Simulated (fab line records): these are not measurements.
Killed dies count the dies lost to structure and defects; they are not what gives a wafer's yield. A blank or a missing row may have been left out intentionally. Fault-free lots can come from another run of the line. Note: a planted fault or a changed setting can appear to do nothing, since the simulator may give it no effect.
Which tool was responsible? -- flow gf180mcu -- 14 lots, 42 wafers sampled, at 5 steps of a route of 602

WHAT THE GAUGES READ, wafer by wafer
The record lacks any reading of a measuring or inspecting step that a usual standard deviation could be used to judge.

WHAT TOOL EACH LOT RAN ON (gives the tool, then ch and the chambers of the sampled wafers, and finally the start)
lot,GF_M4_METAL_ETCH_16,GF_V4_ETCH_17,GF_V4_STRIP_18,GF_V4_CVD_23,GF_V4_CMP_26
L983,"rie-metal-01 ch 0,1, day 24 04:46","rie-diel-03 ch 0,1,3, day 25 04:00","plasma-asher-01 ch 0,1, day 25 04:40","cvd-w-01 ch 0,1, day 25 05:20","cmp-02 ch 0,1,3, day 25 05:53"
L986,"rie-metal-04 ch 0,1, day 25 07:59","rie-diel-02 ch 2,3, day 26 06:00","plasma-asher-03 ch 0,1, day 26 06:25","cvd-w-01 ch 0,1, day 26 07:05","cmp-01 ch 0,2,3, day 26 07:26"
L987,"rie-metal-04 ch 1, day 25 22:59","rie-diel-04 ch 1,3, day 26 21:00","plasma-asher-04 ch 0,1, day 26 21:13","cvd-w-02 ch 0,1, day 26 21:51","cmp-02 ch 0,2,3, day 26 22:09"
L989,"rie-metal-03 ch 0,1, day 26 06:38","rie-diel-02 ch 1,2,3, day 27 04:00","plasma-asher-04 ch 0,1, day 27 04:39","cvd-w-02 ch 0,1, day 27 05:17","cmp-01 ch 1,2, day 27 05:35"
L990,"rie-metal-03 ch 0,1, day 26 12:50","rie-diel-04 ch 1,2,3, day 27 11:00","plasma-asher-03 ch 0,1, day 27 11:19","cvd-w-01 ch 0,1, day 27 11:57","cmp-02 ch 0,1,2, day 27 12:15"
L991,"rie-metal-04 ch 0,1, day 26 17:14","rie-diel-04 ch 0,2,3, day 27 15:00","plasma-asher-04 ch 0,1, day 27 15:13","cvd-w-01 ch 0,1, day 27 15:51","cmp-01 ch 1,3, day 27 16:12"
L993,"rie-metal-01 ch 0,1, day 27 20:53","rie-diel-02 ch 0,3, day 28 17:00","plasma-asher-04 ch 0,1, day 28 17:34","cvd-w-01 ch 0,1, day 28 18:12","cmp-01 ch 0,1,2, day 28 18:36"
L994,"rie-metal-04 ch 0,1, day 28 00:11","rie-diel-03 ch 0,3, day 28 21:00","plasma-asher-03 ch 0,1, day 28 21:27","cvd-w-01 ch 0,1, day 28 22:05","cmp-01 ch 0,3, day 28 22:23"
L995,"rie-metal-03 ch 0,1, day 28 05:02","rie-diel-04 ch 1,2,3, day 29 02:00","plasma-asher-04 ch 0,1, day 29 02:22","cvd-w-01 ch 0,1, day 29 03:00","cmp-01 ch 0,1,3, day 29 03:18"
L996,"rie-metal-03 ch 0,1, day 28 11:47","rie-diel-03 ch 1,2, day 29 08:00","plasma-asher-04 ch 0, day 29 08:42","cvd-w-01 ch 0,1, day 29 09:22","cmp-01 ch 0,1,2, day 29 09:43"
L998,"rie-metal-01 ch 0,1, day 28 23:32","rie-diel-03 ch 0,1,3, day 29 20:00","plasma-asher-03 ch 0,1, day 29 20:47","cvd-w-01 ch 0,1, day 29 21:29","cmp-01 ch 1,2,3, day 29 21:50"
L102,"rie-metal-03 ch 0,1, day 30 01:05","rie-diel-02 ch 1,3, day 30 21:00","plasma-asher-04 ch 0,1, day 30 21:43","cvd-w-02 ch 0,1, day 30 22:23","cmp-01 ch 0,1,3, day 30 22:55"
L103,"rie-metal-04 ch 0, day 30 07:24","rie-diel-03 ch 1,2, day 31 03:00","plasma-asher-01 ch 0,1, day 31 03:33","cvd-w-02 ch 0,1, day 31 04:11","cmp-02 ch 0,1, day 31 04:30"
L104,"rie-metal-03 ch 0,1, day 30 14:09","rie-diel-03 ch 0,1,2, day 31 10:00","plasma-asher-01 ch 0,1, day 31 10:39","cvd-w-01 ch 0,1, day 31 11:17","cmp-02 ch 1,2, day 31 11:35"
- GF_M4_METAL_ETCH_16: etches the open film in Cl2/BCl3, stops on SiO2, target depth 627.5 nm, time 104.6 s.
- GF_V4_ETCH_17: etches SiO2 in C4F8/O2/Ar, stops on TiN, target depth 630 nm.
- GF_V4_STRIP_18: strips in O2/N2.
- GF_V4_CVD_23: deposits W, target thk 350 nm, time 104.9 s.
- GF_V4_CMP_26: polishes, stops on SiO2, t overpolish 15 s, target thk 0 nm.

WHAT THE TOOLS THEMSELVES READ (means of the sampled wafers that have a number; where no wafer has one, the mark that the record gives instead)
GF_M4_METAL_ETCH_16. Usual: bcl3-flow-sccm 40.01 sccm, standard deviation 0.12; bias-w 140.0 W, standard deviation 0.38; drypump-motor-current-A 5.8 A, standard deviation 0.46; oes-product-au 0.972 a.u., standard deviation 0.0058; throttle-valve-pct 28.249 %, standard deviation 0.011.
lot,tool,bcl3-flow-sccm (sccm),bias-w (W),drypump-motor-current-A (A),oes-product-au (a.u.),throttle-valve-pct (%),flag
L983,rie-metal-01,40.09,140.0,6.4,0.973,28.249,
L986,rie-metal-04,40.00,139.7,5.7,0.977,28.247,
L987,rie-metal-04,39.97,140.3,5.6,0.972,28.250,
L989,rie-metal-03,39.82,140.2,5.5,0.974,28.241,
L990,rie-metal-03,40.08,140.3,5.6,0.976,28.248,
L991,rie-metal-04,40.05,140.0,5.7,0.966,28.258,
L993,rie-metal-01,40.01,139.9,6.4,0.971,28.261,
L994,rie-metal-04,40.02,140.2,5.9,0.973,28.254,
L995,rie-metal-03,39.91,140.2,5.3,0.975,28.256,
L996,rie-metal-03,40.03,139.7,5.6,0.978,28.242,
L998,rie-metal-01,39.97,139.4,6.3,0.976,28.249,
L102,rie-metal-03,40.01,140.5,5.5,0.966,28.257,
L103,rie-metal-04,40.07,140.3,6.1,0.972,28.254,
L104,rie-metal-03,39.82,139.4,5.6,0.967,28.251,

GF_V4_ETCH_17. Usual: bias-w 1200 W, standard deviation 4; chamber-pressure-mTorr 40.00 mTorr, standard deviation 0.04; oes-product-au 0.855 a.u., standard deviation 0.0047.
lot,tool,bias-w (W),chamber-pressure-mTorr (mTorr),oes-product-au (a.u.),flag
L983,rie-diel-03,1198,40.00,0.855,
L986,rie-diel-02,1201,39.96,0.852,
L987,rie-diel-04,1194,39.98,0.852,
L989,rie-diel-02,1200,40.01,0.851,
L990,rie-diel-04,1199,40.03,0.852,
L991,rie-diel-04,1201,39.99,0.861,
L993,rie-diel-02,1195,40.05,0.853,
L994,rie-diel-03,-,-,-,OFF
L995,rie-diel-04,-,-,-,OFF
L996,rie-diel-03,1202,40.01,0.851,
L998,rie-diel-03,1202,40.02,0.854,
L102,rie-diel-02,1203,39.91,0.849,
L103,rie-diel-03,1200,40.01,0.859,
L104,rie-diel-03,1200,40.01,0.853,

GF_V4_STRIP_18. Usual: drypump-motor-current-A 5.8 A, standard deviation 0.31; heater-power-w 319 W, standard deviation 25; oes-product-au 0.593 a.u., standard deviation 0.0053.
lot,tool,drypump-motor-current-A (A),heater-power-w (W),oes-product-au (a.u.),flag
L983,plasma-asher-01,5.7,281,0.591,
L986,plasma-asher-03,5.5,337,0.593,
L987,plasma-asher-04,5.9,330,0.596,
L989,plasma-asher-04,5.9,327,0.584,
L990,plasma-asher-03,5.9,346,0.598,
L991,plasma-asher-04,5.9,333,0.586,
L993,plasma-asher-04,5.9,333,0.597,
L994,plasma-asher-03,5.6,344,0.667,OFF
L995,plasma-asher-04,5.9,329,0.667,OFF
L996,plasma-asher-04,5.8,326,0.597,
L998,plasma-asher-03,5.5,339,0.597,
L102,plasma-asher-04,5.9,328,0.597,
L103,plasma-asher-01,5.7,284,0.592,
L104,plasma-asher-01,5.7,281,0.591,

GF_V4_CVD_23. Usual: chamber-pressure-Torr 40.00 Torr, standard deviation 0.089; heater-power-w 908 W, standard deviation 150.
lot,tool,chamber-pressure-Torr (Torr),heater-power-w (W),flag
L983,cvd-w-01,40.04,859,
L986,cvd-w-01,39.95,967,
L987,cvd-w-02,40.03,923,
L989,cvd-w-02,40.01,861,
L990,cvd-w-01,40.03,862,
L991,cvd-w-01,39.96,958,
L993,cvd-w-01,39.96,858,
L994,cvd-w-01,40.02,976,
L995,cvd-w-01,39.94,965,
L996,cvd-w-01,39.99,857,
L998,cvd-w-01,40.12,984,
L102,cvd-w-02,40.01,912,
L103,cvd-w-02,40.05,902,
L104,cvd-w-01,40.03,864,

GF_V4_CMP_26. Usual: motor-current-A 10.5 A, standard deviation 0.97; overpolish-run-s 14.999 s, standard deviation 0.0089; platen-rpm 60.00 rpm, standard deviation 0.04; time-to-endpoint-s 82 s, standard deviation 3.3.
lot,tool,motor-current-A (A),overpolish-run-s (s),platen-rpm (rpm),time-to-endpoint-s (s),flag
L983,cmp-02,11.0,14.998,60.01,89,
L986,cmp-01,9.7,15.003,60.00,81,
L987,cmp-02,10.8,15.002,60.00,82,
L989,cmp-01,10.4,14.998,59.99,82,
L990,cmp-02,10.9,14.998,60.01,85,
L991,cmp-01,10.8,15.005,60.00,79,
L993,cmp-01,9.8,15.005,59.98,82,
L994,cmp-01,10.4,14.991,60.05,82,
L995,cmp-01,10.0,15.004,60.01,80,
L996,cmp-01,9.7,15.005,59.96,79,
L998,cmp-01,10.8,14.996,59.96,81,
L102,cmp-01,10.7,15.002,59.99,81,
L103,cmp-02,11.7,14.992,59.95,82,
L104,cmp-02,11.4,15.003,59.98,82,

THE ANSWER, worked out from the rows above alone
Rule: lot off if the mean of its wafers having a number is beyond 3 standard deviations from the usual mean. A lot without any number at a reading at which 4 lots or more have one is off too. Where the step has rows for the other lots, those lots are counted as sound. After the gauges, taken in route order, come the tools' own readings; for these a lot's mean is taken, as printed above. At the first step where some lot is off, the reading lying furthest off is the one used; lots without a number count as furthest.
Off, at GF_V4_ETCH_17 on bias-w: L994, L995. Without a number there: L994, L995.
A tool fits if, at that step or a process step before it, it ran every lot that is off, and no sound lot after the first of them. None of those tried fits.

WHAT THE SIMULATOR PUT IN
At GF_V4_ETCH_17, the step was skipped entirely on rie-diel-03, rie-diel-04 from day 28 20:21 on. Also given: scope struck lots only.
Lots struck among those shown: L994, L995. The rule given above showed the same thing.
